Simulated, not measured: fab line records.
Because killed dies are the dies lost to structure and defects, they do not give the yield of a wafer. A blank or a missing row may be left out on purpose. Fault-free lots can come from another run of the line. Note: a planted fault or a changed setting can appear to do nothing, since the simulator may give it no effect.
Which tool is to blame? | flow gf180mcu | 72 wafers from 24 lots sampled at 4 of the route's 602 steps

## WHAT EACH GAUGE READ, for each wafer
GF_HV_LDD_OVL_MEAS_08.
lot  | measured     | on         | HV_LDD_OVL (nm)
L074 | day 10 10:10 | overlay-01 | 2.5 1.7 1.3
L076 | day 10 17:45 | overlay-01 | 1.1 -0.1 1.3
L077 | day 10 23:38 | overlay-02 | 5.1 4.5 5.8
L075 | day 10 23:56 | overlay-01 | 0.2 0.6 0.7
L078 | day 11 14:02 | overlay-01 | -0.8 -0.8 -1.2
L079 | day 11 16:11 | overlay-01 | 1.6 2.3 0.8
L082 | day 12 03:37 | overlay-01 | 0.8 0.1 0.6
L081 | day 12 04:52 | overlay-01 | 0.0 -0.3 -1.3
L080 | day 12 05:03 | overlay-01 | -2.2 -0.9 -1.7
L083 | day 12 19:42 | overlay-02 | 1.5 0.0 0.6
L084 | day 13 06:14 | overlay-01 | 3.9 3.5 3.1
L085 | day 13 06:32 | overlay-01 | 1.7 3.0 2.8
L086 | day 13 18:42 | overlay-02 | -1.5 0.3 -0.3
L087 | day 14 06:40 | overlay-01 | 2.4 1.8 2.9
L088 | day 14 13:57 | overlay-02 | 0.5 -0.2 0.4
L089 | day 14 14:15 | overlay-01 | 2.0 2.0 2.1
L090 | day 15 01:24 | overlay-02 | -0.3 0.6 0.9
L091 | day 15 08:39 | overlay-02 | -0.4 -0.9 -2.0
L092 | day 15 10:04 | overlay-01 | 0.4 -0.6 -0.2
L093 | day 15 21:36 | overlay-02 | -0.2 -1.4 -1.5
L094 | day 16 06:54 | overlay-02 | 0.3 -0.4 1.5
L095 | day 16 07:30 | overlay-02 | 2.7 -0.1 0.9
L096 | day 16 16:18 | overlay-02 | -1.2 0.2 0.5
L097 | day 16 23:14 | overlay-02 | -1.3 0.4 0.3

GF_PSD_CD_MEAS_07: target cd 400 nm.
lot  | measured     | on       | cdNm (nm)
L074 | day 14 14:19 | cdSem-01 | 404.5 403.2 403.4
L076 | day 15 00:01 | cdSem-01 | 398.6 398.0 399.5
L077 | day 15 04:28 | cdSem-02 | 397.6 396.1 399.4
L075 | day 15 04:46 | cdSem-01 | 399.0 400.1 400.1
L078 | day 15 21:01 | cdSem-01 | 401.7 400.9 399.2
L079 | day 16 00:49 | cdSem-01 | 400.3 401.9 401.9
L082 | day 16 13:30 | cdSem-01 | 401.4 399.5 398.7
L081 | day 16 15:27 | cdSem-01 | 395.2 398.8 395.9
L080 | day 16 14:34 | cdSem-01 | 395.6 399.6 398.5
L083 | day 17 08:36 | cdSem-01 | 396.8 394.2 395.9
L084 | day 17 21:32 | cdSem-02 | 403.0 402.9 401.5
L085 | day 17 22:10 | cdSem-01 | 405.6 404.4 405.0
L086 | day 18 13:13 | cdSem-02 | 401.5 398.5 402.3
L087 | day 19 01:53 | cdSem-01 | 403.5 402.0 401.3
L088 | day 19 12:19 | cdSem-01 | 397.3 399.4 399.2
L089 | day 19 13:58 | cdSem-01 | 398.4 400.6 401.1
L090 | day 20 01:26 | cdSem-02 | 402.8 405.6 403.4
L091 | day 20 10:06 | cdSem-02 | 400.9 403.3 400.5
L092 | day 20 13:41 | cdSem-01 | 399.0 399.4 398.5
L093 | day 21 00:49 | cdSem-02 | 397.5 399.6 398.5
L094 | day 21 09:47 | cdSem-02 | 398.1 398.4 398.3
L095 | day 21 12:01 | cdSem-01 | 398.8 399.1 399.7
L096 | day 21 21:01 | cdSem-02 | 398.8 399.7 399.0
L097 | day 22 02:58 | cdSem-01 | 404.5 399.9 402.3

GF_V1_CD_MEAS_14: target cd 260 nm.
lot  | measured     | on       | cdNm (nm)
L074 | day 18 11:36 | cdSem-01 | 261.7 261.2 261.2
L076 | day 18 23:43 | cdSem-01 | 259.2 259.9 259.8
L077 | day 19 03:16 | cdSem-01 | 261.6 260.8 260.1
L075 | day 19 05:34 | cdSem-02 | 258.8 259.2 258.3
L078 | day 19 22:52 | cdSem-01 | 258.9 257.8 258.7
L079 | day 20 03:34 | cdSem-02 | 259.4 259.8 259.4
L082 | day 20 18:22 | cdSem-01 | 260.1 259.8 259.2
L081 | day 20 21:06 | cdSem-02 | 260.4 261.0 260.4
L080 | day 20 20:27 | cdSem-02 | 259.6 259.2 260.8
L083 | day 21 13:09 | cdSem-01 | 257.5 257.6 257.6
L084 | day 22 03:20 | cdSem-01 | 259.0 258.3 259.2
L085 | day 22 04:19 | cdSem-01 | 263.0 262.1 262.5
L086 | day 22 16:52 | cdSem-01 | 259.2 259.2 259.9
L087 | day 23 05:02 | cdSem-02 | 259.8 260.8 260.3
L088 | day 23 15:34 | cdSem-02 | 260.2 260.2 259.8
L089 | day 23 16:13 | cdSem-01 | 260.8 260.5 261.6
L090 | day 24 03:41 | cdSem-01 | 261.2 261.5 262.5
L091 | day 24 10:30 | cdSem-01 | 259.8 259.9 259.7
L092 | day 24 14:56 | cdSem-01 | 258.8 258.5 258.5
L093 | day 25 00:49 | cdSem-02 | 261.3 260.0 259.3
L094 | day 25 08:35 | cdSem-02 | 261.1 260.7 260.3
L095 | day 25 11:19 | cdSem-01 | 260.4 260.7 262.0
L096 | day 25 18:46 | cdSem-02 | 259.1 257.1 258.6
L097 | day 25 23:37 | cdSem-01 | 261.3 259.5 260.7

GF_V3_THK_MEAS_01.
lot  | measured     | on           | V3_CVD_00_THK (nm)
L074 | day 21 18:40 | filmMetro-01 | 596 605 592
L076 | day 22 06:08 | filmMetro-04 | 598 595 593
L077 | day 22 08:49 | filmMetro-01 | 609 603 586
L075 | day 22 12:00 | filmMetro-03 | 590 602 599
L078 | day 23 03:47 | filmMetro-04 | 614 607 594
L079 | day 23 07:08 | filmMetro-03 | 599 595 600
L082 | day 23 22:31 | filmMetro-03 | 595 594 590
L081 | day 24 00:07 | filmMetro-04 | 590 587 599
L080 | day 24 00:22 | filmMetro-03 | 593 592 583
L083 | day 24 14:58 | filmMetro-01 | 606 591 594
L084 | day 25 03:39 | filmMetro-01 | 597 597 596
L085 | day 25 05:51 | filmMetro-01 | 599 588 583
L086 | day 25 17:39 | filmMetro-01 | 597 591 596
L087 | day 26 04:20 | filmMetro-01 | 602 597 596
L088 | day 26 11:19 | filmMetro-04 | 595 599 607
L089 | day 26 12:09 | filmMetro-01 | 605 587 598
L090 | day 27 01:15 | filmMetro-03 | 613 601 598
L091 | day 27 08:43 | filmMetro-03 | 584 608 581
L092 | day 27 10:56 | filmMetro-03 | 602 614 608
L093 | day 27 19:37 | filmMetro-03 | 609 615 617
L094 | day 28 03:28 | filmMetro-03 | 604 606 589
L095 | day 28 04:37 | filmMetro-01 | 591 610 597
L096 | day 28 13:29 | filmMetro-04 | 604 602 598
L097 | day 28 18:09 | filmMetro-01 | 603 602 592

## EACH LOT AND THE TOOL THAT RAN IT (in order: tool; ch and the chambers of the sampled wafers; start)
There is no process step in the record ahead of these readings.

## AS READ BY THE TOOLS THEMSELVES (means over the sampled wafers that have a number; for cases with no such wafer, the mark the record gives instead)
The record holds no such reading with a usual standard deviation.

## THE ANSWER, worked out from the rows above alone
Rule: usual is defined by the lots themselves. Put in order of their means at a reading, lots are off if they are a third of the lots or fewer, leave a main group of 4 or more, and stand apart from it by a gap of 3 or more times the standard deviation of the main group's means; of several such gaps the widest counts. Not used: any main group whose means are identical at the precision the tables above print for the reading. A lot without any number at a reading at which 4 lots or more have one is off too. All remaining lots with rows at the step are treated as sound. Order of review: gauges by route order, followed by the tools' own readings, for which a lot's mean as printed above is used. The first step at which some lot is off is used, and at that step the reading that is off furthest; a lot without a number counts as furthest.
No lot is off on any of the readings shown, so nothing can be concluded from this.

## WHAT WAS PUT IN BY THE SIMULATOR
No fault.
